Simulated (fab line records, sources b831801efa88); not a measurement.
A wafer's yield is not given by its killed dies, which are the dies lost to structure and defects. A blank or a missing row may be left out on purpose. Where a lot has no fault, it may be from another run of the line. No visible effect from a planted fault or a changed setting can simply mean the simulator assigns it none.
fab line records || flow sfq_line || part 2 of 2: steps 24 to 34 of 34
record {"lots": 5, "wafers": 15, "last_day": 93}
route steps=325 shown M4@153 I4@163 JJ@178
lots that met no fault: from a run of the same line without faults
start_h: hours from the record's opening day to when the first of the lot's shown wafers began || wait_h: how many hours have passed since the lot's step before this one || " identical to the entry in the row above || L1.1+2: a row that stands for several wafers || - no value present, or no start provided || * or withheld: withheld || < > ~ a bound
route shown NAME@n: a module of which the file shows steps, and the number in the route of the first || usual: average and standard deviation across the fault-free wafers || same: alike in all rows || chamber/n: place in a boat || sites: the reading at each site || _std_site: how widely they spread, as a standard deviation || _edge_site: mean of outer sites minus mean of inner sites || radius_mm: for every site, how far away it sits from the centre of the wafer || mask NAME#n: copy n || behind: the last tool/chamber to shape the wafer || hold: cause of the lot's hold/its duration in hours/its outcome || device: the n, p or np transistor that did not switch || end of line: the tests these same wafers got at the end of their route || a step given without rows: its recipe and nothing more || killed: count of dies lost to structure and defects at first sort (not the wafer's yield) || map: the dies of a wafer, with x for killed, . for not killed, _ for no die there
set.NAME: the setting as run; set.NAME@STEP: as run at that earlier step || model.NAME: the simulator's own value behind a step, which no gauge read
certain route steps with their lots: each step a table, each wafer a row
services: from which hour (start_h, from the record's first day; less than 0 if before it) a tool's chamber was out of use, for how many hours, and why
## steps
# step SFQ_TRILAYER_I4_VIA_STRIP_STRIP_107
# recipe {"gas": "O2", "power_w": 200, "platen_temp_c": 40, "overash_fraction": 0.65, "chemistry": "O2", "pressure_mtorr": 50}
# usual {"drypump_motor_current_A": "5.7/0.64", "oes_product_au": "0.994/0.0086", "platen_temp_c": "39.99/0.11"}
{"lot.wafer": "L076.1", "tool": "rie_metal-03", "chamber": 1, "start_h": 990.13, "wait_h": "-", "drypump_motor_current_A": 5.7, "oes_product_au": 1.001, "platen_temp_c": 39.96, "rf_hours_counter_h": 151}
{"lot.wafer": "L076.5", "tool": "rie_metal-03", "chamber": 1, "start_h": 990.13, "wait_h": "-", "drypump_motor_current_A": 5.7, "oes_product_au": 0.991, "platen_temp_c": 39.95, "rf_hours_counter_h": "-"}
{"lot.wafer": "L076.6", "tool": "rie_metal-03", "chamber": 0, "start_h": 990.13, "wait_h": "-", "drypump_motor_current_A": 5.9, "oes_product_au": 1.007, "platen_temp_c": 39.87, "rf_hours_counter_h": "-"}
{"lot.wafer": "L078.1", "tool": "rie_metal-01", "chamber": 1, "start_h": 992.53, "wait_h": "-", "drypump_motor_current_A": 6.2, "oes_product_au": 0.975, "platen_temp_c": 39.86, "rf_hours_counter_h": 31}
{"lot.wafer": "L078.2", "tool": "rie_metal-01", "chamber": 0, "start_h": 992.53, "wait_h": "-", "drypump_motor_current_A": 6.6, "oes_product_au": 0.991, "platen_temp_c": 39.81, "rf_hours_counter_h": 23}
{"lot.wafer": "L078.4", "tool": "rie_metal-01", "chamber": 1, "start_h": 992.53, "wait_h": "-", "drypump_motor_current_A": 6.2, "oes_product_au": 0.981, "platen_temp_c": 40.00, "rf_hours_counter_h": "-"}
{"lot.wafer": "L091.3", "tool": "rie_metal-01", "chamber": 1, "start_h": 1271.71, "wait_h": "-", "drypump_motor_current_A": 6.2, "oes_product_au": 0.979, "platen_temp_c": 39.88, "rf_hours_counter_h": "-"}
{"lot.wafer": "L091.4", "tool": "rie_metal-01", "chamber": 0, "start_h": 1271.71, "wait_h": "-", "drypump_motor_current_A": 6.6, "oes_product_au": 0.982, "platen_temp_c": 40.12, "rf_hours_counter_h": "-"}
{"lot.wafer": "L091.6", "tool": "rie_metal-01", "chamber": 1, "start_h": 1271.71, "wait_h": "-", "drypump_motor_current_A": 6.2, "oes_product_au": 0.985, "platen_temp_c": 40.09, "rf_hours_counter_h": "-"}
{"lot.wafer": "L093.1", "tool": "rie_metal-01", "chamber": 0, "start_h": 1292.91, "wait_h": "-", "drypump_motor_current_A": 6.6, "oes_product_au": 0.983, "platen_temp_c": 40.00, "rf_hours_counter_h": 60}
{"lot.wafer": "L093.3", "tool": "rie_metal-01", "chamber": 0, "start_h": 1292.91, "wait_h": "-", "drypump_motor_current_A": 6.5, "oes_product_au": 0.992, "platen_temp_c": 40.12, "rf_hours_counter_h": "-"}
{"lot.wafer": "L093.6", "tool": "rie_metal-01", "chamber": 0, "start_h": 1292.91, "wait_h": "-", "drypump_motor_current_A": 6.5, "oes_product_au": 0.984, "platen_temp_c": 40.11, "rf_hours_counter_h": "-"}
{"lot.wafer": "L095.3", "tool": "rie_metal-03", "chamber": 0, "start_h": 1309.13, "wait_h": "-", "drypump_motor_current_A": 5.9, "oes_product_au": 1.011, "platen_temp_c": 39.95, "rf_hours_counter_h": "-"}
{"lot.wafer": "L095.5", "tool": "rie_metal-03", "chamber": 1, "start_h": 1309.13, "wait_h": "-", "drypump_motor_current_A": 5.7, "oes_product_au": 0.999, "platen_temp_c": 39.77, "rf_hours_counter_h": "-"}
{"lot.wafer": "L095.6", "tool": "rie_metal-03", "chamber": 0, "start_h": 1309.13, "wait_h": "-", "drypump_motor_current_A": 5.9, "oes_product_au": 1.018, "platen_temp_c": 39.94, "rf_hours_counter_h": "-"}
# step SFQ_TRILAYER_I4_VIA_STRIP_SOLV_CLEAN_108
# recipe {"chemistry": "NMP", "temp_c": 70, "time_s": 600}
{"lot.wafer": "L076.1+5+6", "tool": "wet_bench-03", "chamber": "4,6,5", "start_h": 990.73, "wait_h": 0.4}
{"lot.wafer": "L078.1+2+4", "tool": "wet_bench-03", "chamber": "3,4,1", "start_h": 993.13, "wait_h": 0.4}
{"lot.wafer": "L091.3+4+6", "tool": "wet_bench-01", "chamber": "4,3,2", "start_h": 1272.11, "wait_h": 0.2}
{"lot.wafer": "L093.1+3+6", "tool": "wet_bench-03", "chamber": "2,1,7", "start_h": 1293.51, "wait_h": 0.4}
{"lot.wafer": "L095.3+5+6", "tool": "wet_bench-03", "chamber": "7,5,4", "start_h": 1309.53, "wait_h": 0.2}
# step SFQ_TRILAYER_JJ_TRILAYER_DEP_PRE_CLEAN_113
# recipe {"gas": "Ar", "time_s": 22.5, "bias_v": 250}
{"lot.wafer": "L076.1+5+6", "tool": "pvd_sputter-06", "chamber": "-", "start_h": 990.90, "wait_h": 0.0}
{"lot.wafer": "L078.1+2+4", "tool": "pvd_sputter-04", "chamber": "-", "start_h": 993.30, "wait_h": 0.0}
{"lot.wafer": "L091.3+4+6", "tool": "pvd_sputter-05", "chamber": "-", "start_h": 1272.28, "wait_h": 0.0}
{"lot.wafer": "L093.1+3+6", "tool": "pvd_sputter-05", "chamber": "-", "start_h": 1293.68, "wait_h": 0.0}
{"lot.wafer": "L095.3+5+6", "tool": "pvd_sputter-05", "chamber": "-", "start_h": 1309.70, "wait_h": 0.0}
# step SFQ_TRILAYER_JJ_TRILAYER_DEP_SPUTTER_109
# recipe {"material": "Nb", "base_pressure_pa": 1.33e-06, "chamber_pressure_pa": 0.1333, "substrate_temp_c": 20, "target_thk_nm": 150, "power_w": 2000, "time_s": 100}
# usual {"throttle_valve_pct": "29.9/1"}
{"lot.wafer": "L076.1", "tool": "pvd_sputter-06", "chamber": "-", "start_h": 990.93, "wait_h": 0.0, "throttle_valve_pct": 29.3}
{"lot.wafer": "L076.5", "tool": "pvd_sputter-06", "chamber": "-", "start_h": 990.93, "wait_h": 0.0, "throttle_valve_pct": 29.6}
{"lot.wafer": "L076.6", "tool": "pvd_sputter-06", "chamber": "-", "start_h": 990.93, "wait_h": 0.0, "throttle_valve_pct": 29.1}
{"lot.wafer": "L078.1", "tool": "pvd_sputter-04", "chamber": "-", "start_h": 993.33, "wait_h": 0.0, "throttle_valve_pct": 30.5}
{"lot.wafer": "L078.2", "tool": "pvd_sputter-04", "chamber": "-", "start_h": 993.33, "wait_h": 0.0, "throttle_valve_pct": 30.7}
{"lot.wafer": "L078.4", "tool": "pvd_sputter-04", "chamber": "-", "start_h": 993.33, "wait_h": 0.0, "throttle_valve_pct": 27.9}
{"lot.wafer": "L091.3", "tool": "pvd_sputter-05", "chamber": "-", "start_h": 1272.31, "wait_h": 0.0, "throttle_valve_pct": 29.5}
{"lot.wafer": "L091.4", "tool": "pvd_sputter-05", "chamber": "-", "start_h": 1272.31, "wait_h": 0.0, "throttle_valve_pct": 29.9}
{"lot.wafer": "L091.6", "tool": "pvd_sputter-05", "chamber": "-", "start_h": 1272.31, "wait_h": 0.0, "throttle_valve_pct": 30.1}
{"lot.wafer": "L093.1", "tool": "pvd_sputter-05", "chamber": "-", "start_h": 1293.71, "wait_h": 0.0, "throttle_valve_pct": 30.4}
{"lot.wafer": "L093.3", "tool": "pvd_sputter-05", "chamber": "-", "start_h": 1293.71, "wait_h": 0.0, "throttle_valve_pct": 30.1}
{"lot.wafer": "L093.6", "tool": "pvd_sputter-05", "chamber": "-", "start_h": 1293.71, "wait_h": 0.0, "throttle_valve_pct": 30.2}
{"lot.wafer": "L095.3", "tool": "pvd_sputter-05", "chamber": "-", "start_h": 1309.73, "wait_h": 0.0, "throttle_valve_pct": 30.1}
{"lot.wafer": "L095.5", "tool": "pvd_sputter-05", "chamber": "-", "start_h": 1309.73, "wait_h": 0.0, "throttle_valve_pct": 31.9}
{"lot.wafer": "L095.6", "tool": "pvd_sputter-05", "chamber": "-", "start_h": 1309.73, "wait_h": 0.0, "throttle_valve_pct": 29.6}
# step SFQ_TRILAYER_JJ_TRILAYER_DEP_SPUTTER_110
# recipe {"material": "Al", "base_pressure_pa": 1.33e-06, "target_thk_nm": 8, "power_w": 500, "time_s": 10, "chamber_pressure_pa": 0.4}
# usual {"throttle_valve_pct": "29.9/1"}
{"lot.wafer": "L076.1", "tool": "pvd_sputter-06", "chamber": "-", "start_h": 991.00, "wait_h": 0.0, "throttle_valve_pct": 29.3}
{"lot.wafer": "L076.5", "tool": "pvd_sputter-06", "chamber": "-", "start_h": 991.00, "wait_h": 0.0, "throttle_valve_pct": 29.5}
{"lot.wafer": "L076.6", "tool": "pvd_sputter-06", "chamber": "-", "start_h": 991.00, "wait_h": 0.0, "throttle_valve_pct": 29.1}
{"lot.wafer": "L078.1", "tool": "pvd_sputter-04", "chamber": "-", "start_h": 993.40, "wait_h": 0.0, "throttle_valve_pct": 30.5}
{"lot.wafer": "L078.2", "tool": "pvd_sputter-04", "chamber": "-", "start_h": 993.40, "wait_h": 0.0, "throttle_valve_pct": 30.4}
{"lot.wafer": "L078.4", "tool": "pvd_sputter-04", "chamber": "-", "start_h": 993.40, "wait_h": 0.0, "throttle_valve_pct": 28.1}
{"lot.wafer": "L091.3", "tool": "pvd_sputter-05", "chamber": "-", "start_h": 1272.38, "wait_h": 0.0, "throttle_valve_pct": 29.3}
{"lot.wafer": "L091.4", "tool": "pvd_sputter-05", "chamber": "-", "start_h": 1272.38, "wait_h": 0.0, "throttle_valve_pct": 30.2}
{"lot.wafer": "L091.6", "tool": "pvd_sputter-05", "chamber": "-", "start_h": 1272.38, "wait_h": 0.0, "throttle_valve_pct": 30.0}
{"lot.wafer": "L093.1", "tool": "pvd_sputter-05", "chamber": "-", "start_h": 1293.78, "wait_h": 0.0, "throttle_valve_pct": 30.4}
{"lot.wafer": "L093.3", "tool": "pvd_sputter-05", "chamber": "-", "start_h": 1293.78, "wait_h": 0.0, "throttle_valve_pct": 30.2}
{"lot.wafer": "L093.6", "tool": "pvd_sputter-05", "chamber": "-", "start_h": 1293.78, "wait_h": 0.0, "throttle_valve_pct": 30.3}
{"lot.wafer": "L095.3", "tool": "pvd_sputter-05", "chamber": "-", "start_h": 1309.80, "wait_h": 0.0, "throttle_valve_pct": 30.0}
{"lot.wafer": "L095.5", "tool": "pvd_sputter-05", "chamber": "-", "start_h": 1309.80, "wait_h": 0.0, "throttle_valve_pct": 31.9}
{"lot.wafer": "L095.6", "tool": "pvd_sputter-05", "chamber": "-", "start_h": 1309.80, "wait_h": 0.0, "throttle_valve_pct": 29.1}
# step SFQ_TRILAYER_JJ_TRILAYER_DEP_AL_OXIDATION_111
# recipe {"pressure_mbar": 0.014667, "oxidation_time_s": 600, "temperature_k": 293}
{"lot.wafer": "L076.1+5+6", "tool": "pvd_sputter-06", "chamber": "-", "start_h": 991.03, "wait_h": 0.0}
{"lot.wafer": "L078.1+2+4", "tool": "pvd_sputter-04", "chamber": "-", "start_h": 993.43, "wait_h": 0.0}
{"lot.wafer": "L091.3+4+6", "tool": "pvd_sputter-05", "chamber": "-", "start_h": 1272.41, "wait_h": 0.0}
{"lot.wafer": "L093.1+3+6", "tool": "pvd_sputter-05", "chamber": "-", "start_h": 1293.80, "wait_h": 0.0}
{"lot.wafer": "L095.3+5+6", "tool": "pvd_sputter-05", "chamber": "-", "start_h": 1309.82, "wait_h": 0.0}
# step SFQ_TRILAYER_JJ_TRILAYER_DEP_SPUTTER_112
# recipe {"material": "Nb", "base_pressure_pa": 1.33e-06, "chamber_pressure_pa": 0.1333, "substrate_temp_c": 20, "target_thk_nm": 170, "power_w": 2000, "time_s": 113.3}
# usual {"throttle_valve_pct": "29.9/1"}
{"lot.wafer": "L076.1", "tool": "pvd_sputter-06", "chamber": "-", "start_h": 992.03, "wait_h": 0.5, "throttle_valve_pct": 29.1}
{"lot.wafer": "L076.5", "tool": "pvd_sputter-06", "chamber": "-", "start_h": 992.03, "wait_h": 0.5, "throttle_valve_pct": 29.7}
{"lot.wafer": "L076.6", "tool": "pvd_sputter-06", "chamber": "-", "start_h": 992.03, "wait_h": 0.5, "throttle_valve_pct": 29.2}
{"lot.wafer": "L078.1", "tool": "pvd_sputter-04", "chamber": "-", "start_h": 994.43, "wait_h": 0.5, "throttle_valve_pct": 30.5}
{"lot.wafer": "L078.2", "tool": "pvd_sputter-04", "chamber": "-", "start_h": 994.43, "wait_h": 0.5, "throttle_valve_pct": 30.5}
{"lot.wafer": "L078.4", "tool": "pvd_sputter-04", "chamber": "-", "start_h": 994.43, "wait_h": 0.5, "throttle_valve_pct": 28.1}
{"lot.wafer": "L091.3", "tool": "pvd_sputter-05", "chamber": "-", "start_h": 1273.41, "wait_h": 0.5, "throttle_valve_pct": 29.3}
{"lot.wafer": "L091.4", "tool": "pvd_sputter-05", "chamber": "-", "start_h": 1273.41, "wait_h": 0.5, "throttle_valve_pct": 29.8}
{"lot.wafer": "L091.6", "tool": "pvd_sputter-05", "chamber": "-", "start_h": 1273.41, "wait_h": 0.5, "throttle_valve_pct": 30.0}
{"lot.wafer": "L093.1", "tool": "pvd_sputter-05", "chamber": "-", "start_h": 1294.80, "wait_h": 0.5, "throttle_valve_pct": 30.2}
{"lot.wafer": "L093.3", "tool": "pvd_sputter-05", "chamber": "-", "start_h": 1294.80, "wait_h": 0.5, "throttle_valve_pct": 29.9}
{"lot.wafer": "L093.6", "tool": "pvd_sputter-05", "chamber": "-", "start_h": 1294.80, "wait_h": 0.5, "throttle_valve_pct": 30.1}
{"lot.wafer": "L095.3", "tool": "pvd_sputter-05", "chamber": "-", "start_h": 1310.82, "wait_h": 0.5, "throttle_valve_pct": 30.0}
{"lot.wafer": "L095.5", "tool": "pvd_sputter-05", "chamber": "-", "start_h": 1310.82, "wait_h": 0.5, "throttle_valve_pct": 31.9}
{"lot.wafer": "L095.6", "tool": "pvd_sputter-05", "chamber": "-", "start_h": 1310.82, "wait_h": 0.5, "throttle_valve_pct": 29.3}
# step SFQ_JJ_RS_MEAS_929
# recipe {"thk_meas_gauge": "four-point-probe", "reads": "Nb_of_TRILAYER_JJ_TRILAYER_DEP_SPUTTER_112"}
# usual {"JJ_NB_RS": "1.049/0.011"}
{"lot.wafer": "L076.1", "tool": "film_metro-03", "chamber": "-", "start_h": 992.11, "wait_h": 0.0, "JJ_NB_RS[ohm/sq]": 1.045}
{"lot.wafer": "L076.5", "tool": "film_metro-03", "chamber": "-", "start_h": 992.11, "wait_h": 0.0, "JJ_NB_RS[ohm/sq]": 1.042}
{"lot.wafer": "L076.6", "tool": "film_metro-03", "chamber": "-", "start_h": 992.11, "wait_h": 0.0, "JJ_NB_RS[ohm/sq]": 1.045}
{"lot.wafer": "L078.1", "tool": "film_metro-01", "chamber": "-", "start_h": 994.51, "wait_h": 0.0, "JJ_NB_RS[ohm/sq]": 1.063}
{"lot.wafer": "L078.2", "tool": "film_metro-01", "chamber": "-", "start_h": 994.51, "wait_h": 0.0, "JJ_NB_RS[ohm/sq]": 1.054}
{"lot.wafer": "L078.4", "tool": "film_metro-01", "chamber": "-", "start_h": 994.51, "wait_h": 0.0, "JJ_NB_RS[ohm/sq]": 1.057}
{"lot.wafer": "L091.3", "tool": "film_metro-03", "chamber": "-", "start_h": 1273.53, "wait_h": 0.1, "JJ_NB_RS[ohm/sq]": 1.060}
{"lot.wafer": "L091.4", "tool": "film_metro-03", "chamber": "-", "start_h": 1273.53, "wait_h": 0.1, "JJ_NB_RS[ohm/sq]": 1.043}
{"lot.wafer": "L091.6", "tool": "film_metro-03", "chamber": "-", "start_h": 1273.53, "wait_h": 0.1, "JJ_NB_RS[ohm/sq]": 1.047}
{"lot.wafer": "L093.1", "tool": "film_metro-01", "chamber": "-", "start_h": 1294.88, "wait_h": 0.0, "JJ_NB_RS[ohm/sq]": 1.028}
{"lot.wafer": "L093.3", "tool": "film_metro-01", "chamber": "-", "start_h": 1294.88, "wait_h": 0.0, "JJ_NB_RS[ohm/sq]": 1.040}
{"lot.wafer": "L093.6", "tool": "film_metro-01", "chamber": "-", "start_h": 1294.88, "wait_h": 0.0, "JJ_NB_RS[ohm/sq]": 1.036}
{"lot.wafer": "L095.3", "tool": "film_metro-01", "chamber": "-", "start_h": 1310.94, "wait_h": 0.1, "JJ_NB_RS[ohm/sq]": 1.053}
{"lot.wafer": "L095.5", "tool": "film_metro-01", "chamber": "-", "start_h": 1310.94, "wait_h": 0.1, "JJ_NB_RS[ohm/sq]": 1.047}
{"lot.wafer": "L095.6", "tool": "film_metro-01", "chamber": "-", "start_h": 1310.94, "wait_h": 0.1, "JJ_NB_RS[ohm/sq]": 1.055}
# step SFQ_TRILAYER_JJ_CE_LITHO_COAT_119
# recipe {"resist": "BARC", "spin_rpm": 3000, "resist_thk_nm": 62}
# usual {"chill_plate_temp_C": "22.99/0.12"}
{"lot.wafer": "L076.1", "tool": "litho_track-02", "chamber": 0, "start_h": 992.29, "wait_h": 0.1, "chill_plate_temp_C": 22.85}
{"lot.wafer": "L076.5", "tool": "litho_track-02", "chamber": 0, "start_h": 992.29, "wait_h": 0.1, "chill_plate_temp_C": 22.84}
{"lot.wafer": "L076.6", "tool": "litho_track-02", "chamber": 0, "start_h": 992.29, "wait_h": 0.1, "chill_plate_temp_C": 22.81}
{"lot.wafer": "L078.1", "tool": "litho_track-02", "chamber": 0, "start_h": 994.69, "wait_h": 0.1, "chill_plate_temp_C": 22.94}
{"lot.wafer": "L078.2", "tool": "litho_track-02", "chamber": 0, "start_h": 994.69, "wait_h": 0.1, "chill_plate_temp_C": 23.09}
{"lot.wafer": "L078.4", "tool": "litho_track-02", "chamber": 0, "start_h": 994.69, "wait_h": 0.1, "chill_plate_temp_C": 23.13}
{"lot.wafer": "L091.3", "tool": "litho_track-03", "chamber": 0, "start_h": 1273.77, "wait_h": 0.1, "chill_plate_temp_C": 22.90}
{"lot.wafer": "L091.4", "tool": "litho_track-03", "chamber": 0, "start_h": 1273.77, "wait_h": 0.1, "chill_plate_temp_C": 23.01}
{"lot.wafer": "L091.6", "tool": "litho_track-03", "chamber": 0, "start_h": 1273.77, "wait_h": 0.1, "chill_plate_temp_C": 22.84}
{"lot.wafer": "L093.1", "tool": "litho_track-02", "chamber": 0, "start_h": 1295.06, "wait_h": 0.1, "chill_plate_temp_C": 23.08}
{"lot.wafer": "L093.3", "tool": "litho_track-02", "chamber": 0, "start_h": 1295.06, "wait_h": 0.1, "chill_plate_temp_C": 23.17}
{"lot.wafer": "L093.6", "tool": "litho_track-02", "chamber": 0, "start_h": 1295.06, "wait_h": 0.1, "chill_plate_temp_C": 22.92}
{"lot.wafer": "L095.3", "tool": "litho_track-02", "chamber": 0, "start_h": 1311.18, "wait_h": 0.1, "chill_plate_temp_C": 23.09}
{"lot.wafer": "L095.5", "tool": "litho_track-02", "chamber": 0, "start_h": 1311.18, "wait_h": 0.1, "chill_plate_temp_C": 23.10}
{"lot.wafer": "L095.6", "tool": "litho_track-02", "chamber": 0, "start_h": 1311.18, "wait_h": 0.1, "chill_plate_temp_C": 23.18}
# step SFQ_TRILAYER_JJ_CE_LITHO_COAT_114
# recipe {"resist": "KrF", "spin_rpm": 3000, "resist_thk_nm": 600}
# usual {"chill_plate_temp_C": "22.99/0.11"}
{"lot.wafer": "L076.1", "tool": "litho_track-02", "chamber": 0, "start_h": 992.59, "wait_h": 0.2, "chill_plate_temp_C": 22.93}
{"lot.wafer": "L076.5", "tool": "litho_track-02", "chamber": 0, "start_h": 992.59, "wait_h": 0.2, "chill_plate_temp_C": 22.91}
{"lot.wafer": "L076.6", "tool": "litho_track-02", "chamber": 0, "start_h": 992.59, "wait_h": 0.2, "chill_plate_temp_C": 22.76}
{"lot.wafer": "L078.1", "tool": "litho_track-02", "chamber": 0, "start_h": 994.99, "wait_h": 0.2, "chill_plate_temp_C": 23.04}
{"lot.wafer": "L078.2", "tool": "litho_track-02", "chamber": 0, "start_h": 994.99, "wait_h": 0.2, "chill_plate_temp_C": 22.99}
{"lot.wafer": "L078.4", "tool": "litho_track-02", "chamber": 0, "start_h": 994.99, "wait_h": 0.2, "chill_plate_temp_C": 23.01}
{"lot.wafer": "L091.3", "tool": "litho_track-03", "chamber": 0, "start_h": 1274.07, "wait_h": 0.2, "chill_plate_temp_C": 23.09}
{"lot.wafer": "L091.4", "tool": "litho_track-03", "chamber": 0, "start_h": 1274.07, "wait_h": 0.2, "chill_plate_temp_C": 22.99}
{"lot.wafer": "L091.6", "tool": "litho_track-03", "chamber": 0, "start_h": 1274.07, "wait_h": 0.2, "chill_plate_temp_C": 23.10}
{"lot.wafer": "L093.1", "tool": "litho_track-02", "chamber": 0, "start_h": 1295.36, "wait_h": 0.2, "chill_plate_temp_C": 23.09}
{"lot.wafer": "L093.3", "tool": "litho_track-02", "chamber": 0, "start_h": 1295.36, "wait_h": 0.2, "chill_plate_temp_C": 23.01}
{"lot.wafer": "L093.6", "tool": "litho_track-02", "chamber": 0, "start_h": 1295.36, "wait_h": 0.2, "chill_plate_temp_C": 22.98}
{"lot.wafer": "L095.3", "tool": "litho_track-02", "chamber": 0, "start_h": 1311.48, "wait_h": 0.2, "chill_plate_temp_C": 22.92}
{"lot.wafer": "L095.5", "tool": "litho_track-02", "chamber": 0, "start_h": 1311.48, "wait_h": 0.2, "chill_plate_temp_C": 22.90}
{"lot.wafer": "L095.6", "tool": "litho_track-02", "chamber": 0, "start_h": 1311.48, "wait_h": 0.2, "chill_plate_temp_C": 22.83}
# step SFQ_TRILAYER_JJ_CE_LITHO_SOFTBAKE_118
# recipe {"temp_c": "withheld", "time_s": "withheld", "resist": "KrF"}
# usual {"chill_plate_temp_C": "*"}
{"lot.wafer": "L076.1", "tool": "litho_track-02", "chamber": 0, "start_h": 992.89, "wait_h": 0.2, "chill_plate_temp_C": "*"}
{"lot.wafer": "L076.5", "tool": "litho_track-02", "chamber": 0, "start_h": 992.89, "wait_h": 0.2, "chill_plate_temp_C": "*"}
{"lot.wafer": "L076.6", "tool": "litho_track-02", "chamber": 0, "start_h": 992.89, "wait_h": 0.2, "chill_plate_temp_C": "*"}
{"lot.wafer": "L078.1", "tool": "litho_track-02", "chamber": 0, "start_h": 995.29, "wait_h": 0.2, "chill_plate_temp_C": "*"}
{"lot.wafer": "L078.2", "tool": "litho_track-02", "chamber": 0, "start_h": 995.29, "wait_h": 0.2, "chill_plate_temp_C": "*"}
{"lot.wafer": "L078.4", "tool": "litho_track-02", "chamber": 0, "start_h": 995.29, "wait_h": 0.2, "chill_plate_temp_C": "*"}
{"lot.wafer": "L091.3", "tool": "litho_track-03", "chamber": 0, "start_h": 1274.32, "wait_h": 0.2, "chill_plate_temp_C": "*"}
{"lot.wafer": "L091.4", "tool": "litho_track-03", "chamber": 0, "start_h": 1274.32, "wait_h": 0.2, "chill_plate_temp_C": "*"}
{"lot.wafer": "L091.6", "tool": "litho_track-03", "chamber": 0, "start_h": 1274.32, "wait_h": 0.2, "chill_plate_temp_C": "*"}
{"lot.wafer": "L093.1", "tool": "litho_track-02", "chamber": 0, "start_h": 1295.66, "wait_h": 0.2, "chill_plate_temp_C": "*"}
{"lot.wafer": "L093.3", "tool": "litho_track-02", "chamber": 0, "start_h": 1295.66, "wait_h": 0.2, "chill_plate_temp_C": "*"}
{"lot.wafer": "L093.6", "tool": "litho_track-02", "chamber": 0, "start_h": 1295.66, "wait_h": 0.2, "chill_plate_temp_C": "*"}
{"lot.wafer": "L095.3", "tool": "litho_track-02", "chamber": 0, "start_h": 1311.73, "wait_h": 0.2, "chill_plate_temp_C": "*"}
{"lot.wafer": "L095.5", "tool": "litho_track-02", "chamber": 0, "start_h": 1311.73, "wait_h": 0.2, "chill_plate_temp_C": "*"}
{"lot.wafer": "L095.6", "tool": "litho_track-02", "chamber": 0, "start_h": 1311.73, "wait_h": 0.2, "chill_plate_temp_C": "*"}
## services
{"tool": "pvd_sputter-05", "chamber": "-", "start_h": 772.01, "hours": 0.9, "kind": "repair"}
{"tool": "krf_scanner-01", "chamber": "-", "start_h": 774.66, "hours": 0.2, "kind": "repair"}
{"tool": "rie_diel-02", "chamber": "-", "start_h": 776.90, "hours": 0.4, "kind": "repair"}
{"tool": "rie_metal-03", "chamber": "-", "start_h": 787.32, "hours": 2.5, "kind": "repair"}
{"tool": "krf_scanner-01", "chamber": "-", "start_h": 806.26, "hours": 2.5, "kind": "repair"}
{"tool": "krf_scanner-01", "chamber": "-", "start_h": 827.06, "hours": 1.3, "kind": "pm"}
{"tool": "krf_scanner-01", "chamber": "-", "start_h": 876.34, "hours": 1.0, "kind": "pm"}
{"tool": "krf_scanner-01", "chamber": "-", "start_h": 899.67, "hours": 0.8, "kind": "pm"}
{"tool": "krf_scanner-01", "chamber": "-", "start_h": 958.19, "hours": 0.8, "kind": "pm"}
{"tool": "krf_scanner-01", "chamber": "-", "start_h": 979.20, "hours": 0.4, "kind": "repair"}
{"tool": "krf_scanner-01", "chamber": "-", "start_h": 1002.08, "hours": 1.3, "kind": "pm"}
{"tool": "rie_metal-03", "chamber": 0, "start_h": 1034.49, "hours": 25.3, "kind": "repair"}
{"tool": "krf_scanner-01", "chamber": "-", "start_h": 1045.51, "hours": 1.0, "kind": "pm"}
{"tool": "pvd_sputter-05", "chamber": "-", "start_h": 1050.81, "hours": 11.4, "kind": "repair"}
{"tool": "rie_diel-02", "chamber": 0, "start_h": 1056.92, "hours": 2.2, "kind": "repair"}
{"tool": "pvd_sputter-05", "chamber": "-", "start_h": 1070.53, "hours": 5.4, "kind": "repair"}
{"tool": "pvd_sputter-05", "chamber": "-", "start_h": 1117.63, "hours": 10.2, "kind": "repair"}
{"tool": "rie_diel-02", "chamber": "-", "start_h": 1125.34, "hours": 2.8, "kind": "pm"}
{"tool": "rie_metal-03", "chamber": "-", "start_h": 1142.00, "hours": 2.8, "kind": "pm"}
{"tool": "rie_diel-02", "chamber": 3, "start_h": 1172.69, "hours": 10.1, "kind": "repair"}
{"tool": "rie_metal-03", "chamber": 0, "start_h": 1177.24, "hours": 4.1, "kind": "repair"}
{"tool": "pvd_sputter-05", "chamber": "-", "start_h": 1237.65, "hours": 0.5, "kind": "repair"}
{"tool": "rie_diel-02", "chamber": 2, "start_h": 1265.54, "hours": 2.6, "kind": "repair"}
{"tool": "rie_metal-03", "chamber": 1, "start_h": 1288.87, "hours": 18.3, "kind": "repair"}
